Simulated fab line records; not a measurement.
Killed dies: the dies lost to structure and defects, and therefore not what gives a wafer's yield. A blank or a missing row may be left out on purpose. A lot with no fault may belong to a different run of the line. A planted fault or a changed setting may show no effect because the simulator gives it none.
Which tool did it? -- flow sky130 -- 13 lots with 39 wafers sampled at 6 steps, on a route of 708 steps

== WHAT THE GAUGES SHOWED, per wafer ==
SKY_FIELD_ISO_CD_MEAS_13: target cd 150 nm.
lot,measured,on,cd_nm (nm)
L844,day 2 04:30,cd_sem-02,149.6 150.0 149.9
L845,day 2 08:56,cd_sem-01,150.9 151.4 150.2
L847,day 2 21:28,cd_sem-01,148.2 148.8 148.1
L848,day 3 01:15,cd_sem-01,150.9 150.7 150.1
L849,day 3 06:14,cd_sem-01,150.6 150.4 151.2
L850,day 3 10:53,cd_sem-01,149.4 149.8 149.9
L852,day 4 00:04,cd_sem-01,149.7 149.3 148.9
L854,day 4 11:31,cd_sem-01,150.0 150.9 151.0
L855,day 4 15:19,cd_sem-01,148.4 149.6 149.1
L858,day 5 06:06,cd_sem-02,149.0 150.1 149.2
L859,day 5 10:44,cd_sem-02,148.4 149.0 148.7
L860,day 5 15:31,cd_sem-01,147.7 148.7 150.0
L865,day 7 02:02,cd_sem-01,149.6 150.1 150.7

SKY_NWELL_OVL_MEAS_23.
lot,measured,on,NWELL_01_OVL (nm)
L844,day 5 04:16,overlay-02,0.0 -0.6 0.0
L845,day 5 06:13,overlay-02,0.3 -2.3 -0.1
L847,day 6 09:18,overlay-02,0.5 1.7 0.4
L848,day 6 13:19,overlay-01,-0.7 -0.2 -2.6
L849,day 6 23:17,overlay-01,-0.9 -0.8 -2.6
L850,day 6 21:49,overlay-02,-1.3 -2.1 -1.6
L852,day 7 10:28,overlay-01,-0.7 -2.2 -1.8
L854,day 7 21:07,overlay-01,0.8 -1.7 1.7
L855,day 8 02:41,overlay-01,-2.4 -0.9 -1.7
L858,day 8 18:01,overlay-02,0.5 -0.7 -0.7
L859,day 8 23:31,overlay-02,-1.6 -1.2 -1.2
L860,day 9 06:46,overlay-02,0.0 -1.9 -0.9
L865,day 10 22:55,overlay-01,-1.9 -1.6 -2.0

SKY_VT_ADJUST_LVTN_TW_MEAS_21.
lot,measured,on,VT_ADJUST_LVTN_2_TW
L844,day 7 13:00,film_metro-02,186.2 187.3 186.4
L845,day 7 14:34,film_metro-01,184.4 183.2 183.2
L847,day 8 23:15,film_metro-02,188.0 188.7 189.5
L848,day 9 03:12,film_metro-01,186.5 186.0 186.6
L849,day 9 12:43,film_metro-02,186.9 186.5 187.5
L850,day 9 11:25,film_metro-04,186.5 185.8 186.4
L852,day 10 01:54,film_metro-02,187.8 188.6 188.2
L854,day 10 14:40,film_metro-02,188.1 187.0 187.6
L855,day 10 19:17,film_metro-01,185.5 186.4 184.2
L858,day 11 12:19,film_metro-01,185.4 185.8 186.3
L859,day 11 16:52,film_metro-04,186.3 185.9 185.1
L860,day 12 02:43,film_metro-04,187.1 186.0 185.0
L865,day 13 23:43,film_metro-01,29.4 29.4 29.5

SKY_VT_ADJUST_NCORE_CD_MEAS_07: target cd 380 nm.
lot,measured,on,cd_nm (nm)
L844,day 8 09:20,cd_sem-02,379.6 380.0 380.8
L845,day 8 10:38,cd_sem-01,386.6 386.2 387.1
L847,day 9 19:49,cd_sem-01,378.2 374.0 374.8
L848,day 9 23:01,cd_sem-01,376.4 376.1 376.4
L849,day 10 09:30,cd_sem-02,376.3 373.7 375.8
L850,day 10 08:38,cd_sem-02,380.3 381.0 381.5
L852,day 11 00:10,cd_sem-01,379.7 379.6 378.4
L854,day 11 12:35,cd_sem-02,377.3 377.3 378.7
L855,day 11 17:30,cd_sem-02,380.4 379.9 381.1
L858,day 12 11:31,cd_sem-01,376.6 374.7 376.6
L859,day 12 17:23,cd_sem-02,381.7 381.6 383.0
L860,day 13 03:34,cd_sem-01,379.7 379.8 381.1
L865,day 15 01:38,cd_sem-02,382.4 380.9 381.1

== EACH LOT AND THE TOOL THAT RAN IT (in order: tool; ch and the chambers of the sampled wafers; start) ==
lot,SKY_VT_ADJUST_LVTN_STRIP_09,SKY_VT_ADJUST_LVTN_STRIP_20
L844,"plasma_asher-02 ch 0,1, day 6 17:50","plasma_asher-04 ch 0,1, day 7 12:53"
L845,"plasma_asher-02 ch 0,1, day 6 19:08","plasma_asher-04 ch 0,1, day 7 14:27"
L847,"plasma_asher-04 ch 0,1, day 8 01:50","plasma_asher-01 ch 0,1, day 8 23:09"
L848,"plasma_asher-01 ch 0,1, day 8 06:29","plasma_asher-02 ch 0, day 9 03:06"
L849,"plasma_asher-04 ch 0,1, day 8 16:20","plasma_asher-02 ch 0,1, day 9 12:38"
L850,"plasma_asher-04 ch 0,1, day 8 14:28","plasma_asher-04 ch 0,1, day 9 11:18"
L852,"plasma_asher-02 ch 0,1, day 9 04:27","plasma_asher-01 ch 0,1, day 10 01:48"
L854,"plasma_asher-04 ch 0,1, day 9 16:14","plasma_asher-04 ch 0,1, day 10 14:33"
L855,"plasma_asher-04 ch 0,1, day 9 21:47","plasma_asher-04 ch 0,1, day 10 19:11"
L858,"plasma_asher-01 ch 0,1, day 10 14:15","plasma_asher-04 ch 0,1, day 11 12:13"
L859,"plasma_asher-02 ch 0,1, day 10 18:14","plasma_asher-01 ch 0,1, day 11 16:45"
L860,"plasma_asher-04 ch 0,1, day 11 03:15","plasma_asher-02 ch 0,1, day 12 02:37"
L865,"plasma_asher-01 ch 0,1, day 12 22:46","plasma_asher-04 ch 0,1, day 13 23:36"
- SKY_VT_ADJUST_LVTN_STRIP_09: strips in O2/N2.
- SKY_VT_ADJUST_LVTN_STRIP_20: strips in O2/N2.

== AS READ BY THE TOOLS THEMSELVES (means over the sampled wafers that have a number; for cases with no such wafer, the mark the record gives instead) ==
SKY_VT_ADJUST_LVTN_STRIP_09.
lot,tool,chamber_pressure_mTorr (mTorr),drypump_motor_current_A (A),oes_product_au (a.u.),strip_time_to_endpoint_s (s)
L844,plasma_asher-02,1500.6,5.7,0.724,37.09
L845,plasma_asher-02,1500.2,5.8,0.720,37.07
L847,plasma_asher-04,1500.4,6.2,0.725,37.11
L848,plasma_asher-01,1499.6,5.2,0.721,36.88
L849,plasma_asher-04,1499.7,5.8,0.719,37.01
L850,plasma_asher-04,1499.6,6.2,0.721,37.16
L852,plasma_asher-02,1500.1,5.8,0.724,36.99
L854,plasma_asher-04,1499.8,6.2,0.721,36.93
L855,plasma_asher-04,1501.4,6.2,0.727,37.05
L858,plasma_asher-01,1500.0,5.2,0.717,37.10
L859,plasma_asher-02,1500.4,5.7,0.719,36.97
L860,plasma_asher-04,1498.8,5.8,0.726,36.84
L865,plasma_asher-01,1492.1,5.4,0.867,-

SKY_VT_ADJUST_LVTN_STRIP_20.
lot,tool,chamber_pressure_mTorr (mTorr),drypump_motor_current_A (A),oes_product_au (a.u.),strip_time_to_endpoint_s (s)
L844,plasma_asher-04,1499.1,5.8,0.717,14.18
L845,plasma_asher-04,1501.4,6.2,0.717,14.20
L847,plasma_asher-01,1500.3,5.2,0.716,14.20
L848,plasma_asher-02,1498.8,5.7,0.716,14.24
L849,plasma_asher-02,1498.9,5.7,0.720,14.22
L850,plasma_asher-04,1499.5,6.2,0.714,14.21
L852,plasma_asher-01,1500.0,5.2,0.718,14.18
L854,plasma_asher-04,1499.9,6.2,0.719,14.21
L855,plasma_asher-04,1501.1,6.2,0.714,14.22
L858,plasma_asher-04,1500.0,5.8,0.709,14.20
L859,plasma_asher-01,1500.1,5.4,0.714,14.21
L860,plasma_asher-02,1498.0,5.7,0.715,14.15
L865,plasma_asher-04,1499.7,5.8,0.727,50.52

== THE ANSWER, worked out from the rows above alone ==
Rule: the usual values come from the lots themselves. Put in order of their means at a reading, lots are off if they are a third of the lots or fewer, leave a main group of 4 or more, and stand apart from it by a gap of 3 or more times the standard deviation of the main group's means; of several such gaps the widest counts. The tables above print the reading to a certain number of digits; a main group whose means all agree to those digits is not used. Also off: a lot with no number at a reading for which 4 or more lots have one. Where the step has rows for the other lots, those lots are counted as sound. After the gauges, taken in route order, come the tools' own readings; for these a lot's mean is taken, as printed above. At the first step where some lot is off, the reading lying furthest off is the one used; lots without a number count as furthest.
Off: L865, seen at SKY_VT_ADJUST_LVTN_TW_MEAS_21 (VT_ADJUST_LVTN_2_TW). The main group has a mean of 186.4 with a standard deviation of 1.3.
If a tool, at a process step before that reading, ran all the lots that are off and no sound lot after the first of them, it fits. The gauges at SKY_VT_ADJUST_LVTN_TW_MEAS_21 aren't tried: what is off there is off at SKY_VT_ADJUST_LVTN_STRIP_09 too, on other tools, and a gauge's error can't cause that. This does not decide it: 2 tools fit, namely plasma_asher-01 at SKY_VT_ADJUST_LVTN_STRIP_09 and plasma_asher-04 at SKY_VT_ADJUST_LVTN_STRIP_20.

== WHAT HAD BEEN PUT IN BY THE SIMULATOR ==
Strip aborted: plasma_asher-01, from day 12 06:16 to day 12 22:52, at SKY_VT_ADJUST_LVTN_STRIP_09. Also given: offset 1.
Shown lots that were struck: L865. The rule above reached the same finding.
